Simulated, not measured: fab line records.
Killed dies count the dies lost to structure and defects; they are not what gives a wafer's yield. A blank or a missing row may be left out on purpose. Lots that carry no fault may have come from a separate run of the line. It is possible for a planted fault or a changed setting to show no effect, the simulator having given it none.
Which tool was responsible? / flow sky130 / Sampling: 14 lots, 42 wafers, 5 of 708 route steps

== WHAT THE GAUGES SHOWED, per wafer ==
The record holds no reading of a measuring or inspecting step that can be judged against a usual standard deviation.

== EACH LOT AND THE TOOL THAT RAN IT (in order: tool; ch and the chambers of the sampled wafers; start) ==
lot=L140; SKY_VIA3_CMP_24=cmp-01 ch 0,2,3, day 39 13:02; SKY_METAL4_SPUTTER_03=pvd_sputter-02, day 39 13:25; SKY_METAL4_METAL_ETCH_18=rie_metal-02 ch 0,1, day 41 13:22; SKY_METAL4_STRIP_19=plasma_asher-02 ch 0,1, day 41 13:32; SKY_VIA4_CMP_02=cmp-02 ch 0,2,3, day 41 14:29
lot=L141; SKY_VIA3_CMP_24=cmp-02 ch 0,1,2, day 40 18:11; SKY_METAL4_SPUTTER_03=pvd_sputter-01, day 40 18:28; SKY_METAL4_METAL_ETCH_18=rie_metal-03 ch 0,1, day 42 16:22; SKY_METAL4_STRIP_19=plasma_asher-02 ch 0,1, day 42 16:32; SKY_VIA4_CMP_02=cmp-02 ch 0,3, day 42 17:27
lot=L142; SKY_VIA3_CMP_24=cmp-01 ch 2,3, day 40 19:40; SKY_METAL4_SPUTTER_03=pvd_sputter-02, day 40 20:03; SKY_METAL4_METAL_ETCH_18=rie_metal-04 ch 0,1, day 42 16:40; SKY_METAL4_STRIP_19=plasma_asher-03 ch 0,1, day 42 16:51; SKY_VIA4_CMP_02=cmp-01 ch 1,2,3, day 42 17:50
lot=L143; SKY_VIA3_CMP_24=cmp-02 ch 2,3, day 40 19:56; SKY_METAL4_SPUTTER_03=pvd_sputter-03, day 40 20:20; SKY_METAL4_METAL_ETCH_18=rie_metal-02 ch 0,1, day 42 17:07; SKY_METAL4_STRIP_19=plasma_asher-04 ch 0,1, day 42 17:17; SKY_VIA4_CMP_02=cmp-02 ch 0,1, day 42 18:08
lot=L145; SKY_VIA3_CMP_24=cmp-02 ch 1,2, day 40 20:43; SKY_METAL4_SPUTTER_03=pvd_sputter-03, day 40 21:05; SKY_METAL4_METAL_ETCH_18=rie_metal-03 ch 0,1, day 42 19:07; SKY_METAL4_STRIP_19=plasma_asher-04 ch 0,1, day 42 19:17; SKY_VIA4_CMP_02=cmp-02 ch 0,3, day 42 20:07
lot=L150; SKY_VIA3_CMP_24=cmp-01 ch 1,2,3, day 42 10:19; SKY_METAL4_SPUTTER_03=pvd_sputter-02, day 42 10:43; SKY_METAL4_METAL_ETCH_18=rie_metal-03 ch 0,1, day 44 09:31; SKY_METAL4_STRIP_19=plasma_asher-02 ch 0,1, day 44 09:41; SKY_VIA4_CMP_02=cmp-01 ch 0,1,3, day 44 10:55
lot=L151; SKY_VIA3_CMP_24=cmp-02 ch 0,2,3, day 42 13:08; SKY_METAL4_SPUTTER_03=pvd_sputter-02, day 42 13:31; SKY_METAL4_METAL_ETCH_18=rie_metal-02 ch 0,1, day 44 12:01; SKY_METAL4_STRIP_19=plasma_asher-02 ch 0,1, day 44 12:12; SKY_VIA4_CMP_02=cmp-01 ch 0,1,2, day 44 13:05
lot=L153; SKY_VIA3_CMP_24=cmp-02 ch 2,3, day 43 13:16; SKY_METAL4_SPUTTER_03=pvd_sputter-01, day 43 13:39; SKY_METAL4_METAL_ETCH_18=rie_metal-02 ch 0, day 45 10:29; SKY_METAL4_STRIP_19=plasma_asher-04 ch 0,1, day 45 10:45; SKY_VIA4_CMP_02=cmp-01 ch 2,3, day 45 11:49
lot=L154; SKY_VIA3_CMP_24=cmp-01 ch 0,1,2, day 43 13:35; SKY_METAL4_SPUTTER_03=pvd_sputter-03, day 43 13:58; SKY_METAL4_METAL_ETCH_18=rie_metal-04 ch 0,1, day 45 11:01; SKY_METAL4_STRIP_19=plasma_asher-02 ch 0,1, day 45 11:12; SKY_VIA4_CMP_02=cmp-01 ch 1,2,3, day 45 12:10
lot=L156; SKY_VIA3_CMP_24=cmp-01 ch 0,1,3, day 44 07:55; SKY_METAL4_SPUTTER_03=pvd_sputter-01, day 44 08:19; SKY_METAL4_METAL_ETCH_18=rie_metal-03 ch 0,1, day 46 04:32; SKY_METAL4_STRIP_19=plasma_asher-03 ch 0,1, day 46 04:42; SKY_VIA4_CMP_02=cmp-01 ch 0,2,3, day 46 05:40
lot=L157; SKY_VIA3_CMP_24=cmp-02 ch 2,3, day 44 11:31; SKY_METAL4_SPUTTER_03=pvd_sputter-03, day 44 11:55; SKY_METAL4_METAL_ETCH_18=rie_metal-03 ch 0,1, day 46 07:23; SKY_METAL4_STRIP_19=plasma_asher-02 ch 0,1, day 46 07:32; SKY_VIA4_CMP_02=cmp-02 ch 1,2, day 46 08:49
lot=L161; SKY_VIA3_CMP_24=cmp-01 ch 0,1,3, day 46 03:16; SKY_METAL4_SPUTTER_03=pvd_sputter-03, day 46 03:34; SKY_METAL4_METAL_ETCH_18=rie_metal-03 ch 0,1, day 47 21:22; SKY_METAL4_STRIP_19=plasma_asher-02 ch 0,1, day 47 21:32; SKY_VIA4_CMP_02=cmp-02 ch 0,2, day 47 22:28
lot=L163; SKY_VIA3_CMP_24=cmp-02 ch 0,2,3, day 47 02:30; SKY_METAL4_SPUTTER_03=pvd_sputter-03, day 47 02:53; SKY_METAL4_METAL_ETCH_18=rie_metal-04 ch 0,1, day 48 17:52; SKY_METAL4_STRIP_19=plasma_asher-02 ch 0,1, day 48 18:03; SKY_VIA4_CMP_02=cmp-01 ch 1,2,3, day 48 18:53
lot=L162; SKY_VIA3_CMP_24=cmp-01 ch 0,1,3, day 47 02:46; SKY_METAL4_SPUTTER_03=pvd_sputter-03, day 47 03:10; SKY_METAL4_METAL_ETCH_18=rie_metal-03 ch 0,1, day 48 18:59; SKY_METAL4_STRIP_19=plasma_asher-03 ch 0,1, day 48 19:10; SKY_VIA4_CMP_02=cmp-02 ch 1,2,3, day 48 19:59
- SKY_VIA3_CMP_24: polishes, stops on SiO2, t overpolish 20 s, target thk 0 nm.
- SKY_METAL4_SPUTTER_03: material Ti, target thk 5 nm, time 3.3 s.
- SKY_METAL4_METAL_ETCH_18: etches the open film in Cl2/BCl3, stops on SiO2, target depth 845 nm, time 183.1 s.
- SKY_METAL4_STRIP_19: strips in O2/N2.
- SKY_VIA4_CMP_02: polishes SiO2.

== WHAT THE TOOLS THEMSELVES READ (means of the sampled wafers that have a number; where no wafer has one, the mark that the record gives instead) ==
SKY_VIA3_CMP_24. Usual: motor_current_A 10.7 A, standard deviation 1.1; overpolish_run_s 20.000 s, standard deviation 0.0095; time_to_endpoint_s 95 s, standard deviation 3.3.
lot=L140; tool=cmp-01; motor_current_A (A)=10.8; overpolish_run_s (s)=19.993; time_to_endpoint_s (s)=93; flag=
lot=L141; tool=cmp-02; motor_current_A (A)=11.0; overpolish_run_s (s)=19.992; time_to_endpoint_s (s)=94; flag=
lot=L142; tool=cmp-01; motor_current_A (A)=9.7; overpolish_run_s (s)=20.001; time_to_endpoint_s (s)=94; flag=
lot=L143; tool=cmp-02; motor_current_A (A)=11.0; overpolish_run_s (s)=19.996; time_to_endpoint_s (s)=94; flag=
lot=L145; tool=cmp-02; motor_current_A (A)=11.3; overpolish_run_s (s)=19.998; time_to_endpoint_s (s)=92; flag=
lot=L150; tool=cmp-01; motor_current_A (A)=10.2; overpolish_run_s (s)=20.005; time_to_endpoint_s (s)=99; flag=
lot=L151; tool=cmp-02; motor_current_A (A)=10.6; overpolish_run_s (s)=19.995; time_to_endpoint_s (s)=96; flag=
lot=L153; tool=cmp-02; motor_current_A (A)=10.5; overpolish_run_s (s)=20.006; time_to_endpoint_s (s)=90; flag=
lot=L154; tool=cmp-01; motor_current_A (A)=11.1; overpolish_run_s (s)=20.001; time_to_endpoint_s (s)=96; flag=
lot=L156; tool=cmp-01; motor_current_A (A)=10.7; overpolish_run_s (s)=20.000; time_to_endpoint_s (s)=100; flag=
lot=L157; tool=cmp-02; motor_current_A (A)=10.5; overpolish_run_s (s)=20.007; time_to_endpoint_s (s)=91; flag=
lot=L161; tool=cmp-01; motor_current_A (A)=10.7; overpolish_run_s (s)=20.006; time_to_endpoint_s (s)=97; flag=
lot=L163; tool=cmp-02; motor_current_A (A)=10.3; overpolish_run_s (s)=19.997; time_to_endpoint_s (s)=98; flag=
lot=L162; tool=cmp-01; motor_current_A (A)=11.0; overpolish_run_s (s)=20.008; time_to_endpoint_s (s)=90; flag=

SKY_METAL4_SPUTTER_03. Usual: throttle_valve_pct at 30.4 %, with a standard deviation of 1.1.
lot=L140; tool=pvd_sputter-02; throttle_valve_pct (%)=30.5; flag=
lot=L141; tool=pvd_sputter-01; throttle_valve_pct (%)=31.4; flag=
lot=L142; tool=pvd_sputter-02; throttle_valve_pct (%)=29.8; flag=
lot=L143; tool=pvd_sputter-03; throttle_valve_pct (%)=29.1; flag=
lot=L145; tool=pvd_sputter-03; throttle_valve_pct (%)=29.9; flag=
lot=L150; tool=pvd_sputter-02; throttle_valve_pct (%)=29.4; flag=
lot=L151; tool=pvd_sputter-02; throttle_valve_pct (%)=29.8; flag=
lot=L153; tool=pvd_sputter-01; throttle_valve_pct (%)=30.8; flag=
lot=L154; tool=pvd_sputter-03; throttle_valve_pct (%)=29.5; flag=
lot=L156; tool=pvd_sputter-01; throttle_valve_pct (%)=31.4; flag=
lot=L157; tool=pvd_sputter-03; throttle_valve_pct (%)=29.5; flag=
lot=L161; tool=pvd_sputter-03; throttle_valve_pct (%)=29.7; flag=
lot=L163; tool=pvd_sputter-03; throttle_valve_pct (%)=29.5; flag=
lot=L162; tool=pvd_sputter-03; throttle_valve_pct (%)=29.5; flag=

SKY_METAL4_METAL_ETCH_18. Usual: chamber_pressure_mTorr 10.000 mTorr, standard deviation 0.0096; drypump_motor_current_A 6.0 A, standard deviation 0.38; oes_product_au 0.865 a.u., standard deviation 0.0058; throttle_valve_pct 22.264 %, standard deviation 0.0082.
lot=L140; tool=rie_metal-02; chamber_pressure_mTorr (mTorr)=9.995; drypump_motor_current_A (A)=6.0; oes_product_au (a.u.)=0.876; throttle_valve_pct (%)=22.274; flag=
lot=L141; tool=rie_metal-03; chamber_pressure_mTorr (mTorr)=10.003; drypump_motor_current_A (A)=6.1; oes_product_au (a.u.)=0.866; throttle_valve_pct (%)=22.265; flag=
lot=L142; tool=rie_metal-04; chamber_pressure_mTorr (mTorr)=10.006; drypump_motor_current_A (A)=5.9; oes_product_au (a.u.)=0.862; throttle_valve_pct (%)=22.261; flag=
lot=L143; tool=rie_metal-02; chamber_pressure_mTorr (mTorr)=9.997; drypump_motor_current_A (A)=5.6; oes_product_au (a.u.)=0.870; throttle_valve_pct (%)=22.262; flag=
lot=L145; tool=rie_metal-03; chamber_pressure_mTorr (mTorr)=9.993; drypump_motor_current_A (A)=6.2; oes_product_au (a.u.)=0.859; throttle_valve_pct (%)=22.263; flag=
lot=L150; tool=rie_metal-03; chamber_pressure_mTorr (mTorr)=10.003; drypump_motor_current_A (A)=6.1; oes_product_au (a.u.)=0.864; throttle_valve_pct (%)=22.263; flag=
lot=L151; tool=rie_metal-02; chamber_pressure_mTorr (mTorr)=9.997; drypump_motor_current_A (A)=5.6; oes_product_au (a.u.)=0.867; throttle_valve_pct (%)=22.265; flag=
lot=L153; tool=rie_metal-02; chamber_pressure_mTorr (mTorr)=9.997; drypump_motor_current_A (A)=6.3; oes_product_au (a.u.)=0.859; throttle_valve_pct (%)=22.258; flag=
lot=L154; tool=rie_metal-04; chamber_pressure_mTorr (mTorr)=9.994; drypump_motor_current_A (A)=5.9; oes_product_au (a.u.)=0.865; throttle_valve_pct (%)=22.270; flag=
lot=L156; tool=rie_metal-03; chamber_pressure_mTorr (mTorr)=9.996; drypump_motor_current_A (A)=6.1; oes_product_au (a.u.)=0.870; throttle_valve_pct (%)=22.269; flag=
lot=L157; tool=rie_metal-03; chamber_pressure_mTorr (mTorr)=10.004; drypump_motor_current_A (A)=6.1; oes_product_au (a.u.)=0.865; throttle_valve_pct (%)=22.260; flag=
lot=L161; tool=rie_metal-03; chamber_pressure_mTorr (mTorr)=9.987; drypump_motor_current_A (A)=6.2; oes_product_au (a.u.)=0.872; throttle_valve_pct (%)=22.262; flag=
lot=L163; tool=rie_metal-04; chamber_pressure_mTorr (mTorr)=10.001; drypump_motor_current_A (A)=5.9; oes_product_au (a.u.)=0.864; throttle_valve_pct (%)=22.273; flag=
lot=L162; tool=rie_metal-03; chamber_pressure_mTorr (mTorr)=9.995; drypump_motor_current_A (A)=6.3; oes_product_au (a.u.)=0.869; throttle_valve_pct (%)=22.266; flag=

SKY_METAL4_STRIP_19. Usual: chamber_pressure_mTorr 1499.9 mTorr, standard deviation 1.4; drypump_motor_current_A 5.7 A, standard deviation 0.59; oes_product_au 0.501 a.u., standard deviation 0.0059; strip_time_to_endpoint_s 6.51 s, standard deviation 0.077.
lot=L140; tool=plasma_asher-02; chamber_pressure_mTorr (mTorr)=1500.1; drypump_motor_current_A (A)=5.5; oes_product_au (a.u.)=0.495; strip_time_to_endpoint_s (s)=6.44; flag=
lot=L141; tool=plasma_asher-02; chamber_pressure_mTorr (mTorr)=1499.4; drypump_motor_current_A (A)=5.2; oes_product_au (a.u.)=0.497; strip_time_to_endpoint_s (s)=6.47; flag=
lot=L142; tool=plasma_asher-03; chamber_pressure_mTorr (mTorr)=1500.1; drypump_motor_current_A (A)=5.8; oes_product_au (a.u.)=0.505; strip_time_to_endpoint_s (s)=6.60; flag=
lot=L143; tool=plasma_asher-04; chamber_pressure_mTorr (mTorr)=1499.7; drypump_motor_current_A (A)=6.1; oes_product_au (a.u.)=0.501; strip_time_to_endpoint_s (s)=6.50; flag=
lot=L145; tool=plasma_asher-04; chamber_pressure_mTorr (mTorr)=1500.3; drypump_motor_current_A (A)=6.2; oes_product_au (a.u.)=0.499; strip_time_to_endpoint_s (s)=6.51; flag=
lot=L150; tool=plasma_asher-02; chamber_pressure_mTorr (mTorr)=1499.8; drypump_motor_current_A (A)=5.4; oes_product_au (a.u.)=0.498; strip_time_to_endpoint_s (s)=6.52; flag=
lot=L151; tool=plasma_asher-02; chamber_pressure_mTorr (mTorr)=1499.7; drypump_motor_current_A (A)=5.2; oes_product_au (a.u.)=0.509; strip_time_to_endpoint_s (s)=6.81; flag=OFF
lot=L153; tool=plasma_asher-04; chamber_pressure_mTorr (mTorr)=1499.0; drypump_motor_current_A (A)=6.1; oes_product_au (a.u.)=0.544; strip_time_to_endpoint_s (s)=7.54; flag=OFF
lot=L154; tool=plasma_asher-02; chamber_pressure_mTorr (mTorr)=1498.6; drypump_motor_current_A (A)=5.2; oes_product_au (a.u.)=0.506; strip_time_to_endpoint_s (s)=6.62; flag=
lot=L156; tool=plasma_asher-03; chamber_pressure_mTorr (mTorr)=1501.8; drypump_motor_current_A (A)=6.2; oes_product_au (a.u.)=0.497; strip_time_to_endpoint_s (s)=6.42; flag=
lot=L157; tool=plasma_asher-02; chamber_pressure_mTorr (mTorr)=1498.3; drypump_motor_current_A (A)=5.5; oes_product_au (a.u.)=0.496; strip_time_to_endpoint_s (s)=6.48; flag=
lot=L161; tool=plasma_asher-02; chamber_pressure_mTorr (mTorr)=1498.8; drypump_motor_current_A (A)=5.2; oes_product_au (a.u.)=0.503; strip_time_to_endpoint_s (s)=6.55; flag=
lot=L163; tool=plasma_asher-02; chamber_pressure_mTorr (mTorr)=1499.8; drypump_motor_current_A (A)=5.4; oes_product_au (a.u.)=0.510; strip_time_to_endpoint_s (s)=6.58; flag=
lot=L162; tool=plasma_asher-03; chamber_pressure_mTorr (mTorr)=1502.7; drypump_motor_current_A (A)=5.9; oes_product_au (a.u.)=0.499; strip_time_to_endpoint_s (s)=6.57; flag=

SKY_VIA4_CMP_02. Usual: motor_current_A at 11.7 A, with a standard deviation of 1.2.
lot=L140; tool=cmp-02; motor_current_A (A)=11.1; flag=
lot=L141; tool=cmp-02; motor_current_A (A)=11.7; flag=
lot=L142; tool=cmp-01; motor_current_A (A)=10.6; flag=
lot=L143; tool=cmp-02; motor_current_A (A)=11.3; flag=
lot=L145; tool=cmp-02; motor_current_A (A)=11.6; flag=
lot=L150; tool=cmp-01; motor_current_A (A)=11.9; flag=
lot=L151; tool=cmp-01; motor_current_A (A)=12.2; flag=
lot=L153; tool=cmp-01; motor_current_A (A)=10.6; flag=
lot=L154; tool=cmp-01; motor_current_A (A)=11.3; flag=
lot=L156; tool=cmp-01; motor_current_A (A)=11.7; flag=
lot=L157; tool=cmp-02; motor_current_A (A)=11.7; flag=
lot=L161; tool=cmp-02; motor_current_A (A)=11.1; flag=
lot=L163; tool=cmp-01; motor_current_A (A)=10.4; flag=
lot=L162; tool=cmp-02; motor_current_A (A)=12.1; flag=

== THE ANSWER, worked out from the rows above alone ==
Rule: a lot counts as off when the mean over its wafers that have a number is more than 3 standard deviations away from the usual mean. A lot without any number at a reading at which 4 lots or more have one is off too. The other lots that the step has rows for count as sound. Order of review: gauges by route order, followed by the tools' own readings, for which a lot's mean as printed above is used. The first step at which some lot is off is used, and at that step the reading that is off furthest; a lot without a number counts as furthest.
Off at SKY_METAL4_STRIP_19 (strip_time_to_endpoint_s): L151, L153.
A tool fits if, at that step or a process step before it, it ran every lot that is off, and no sound lot after the first of them. One candidate fits, namely rie_metal-02 at SKY_METAL4_METAL_ETCH_18. A fault onset in the window from L143 (day 42 17:07, its last sound lot) to L151 (day 44 12:01, its first lot off) fits.

== WHAT WAS PUT IN BY THE SIMULATOR ==
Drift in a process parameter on rie_metal-02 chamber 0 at SKY_METAL4_METAL_ETCH_18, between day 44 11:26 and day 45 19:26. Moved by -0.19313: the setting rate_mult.
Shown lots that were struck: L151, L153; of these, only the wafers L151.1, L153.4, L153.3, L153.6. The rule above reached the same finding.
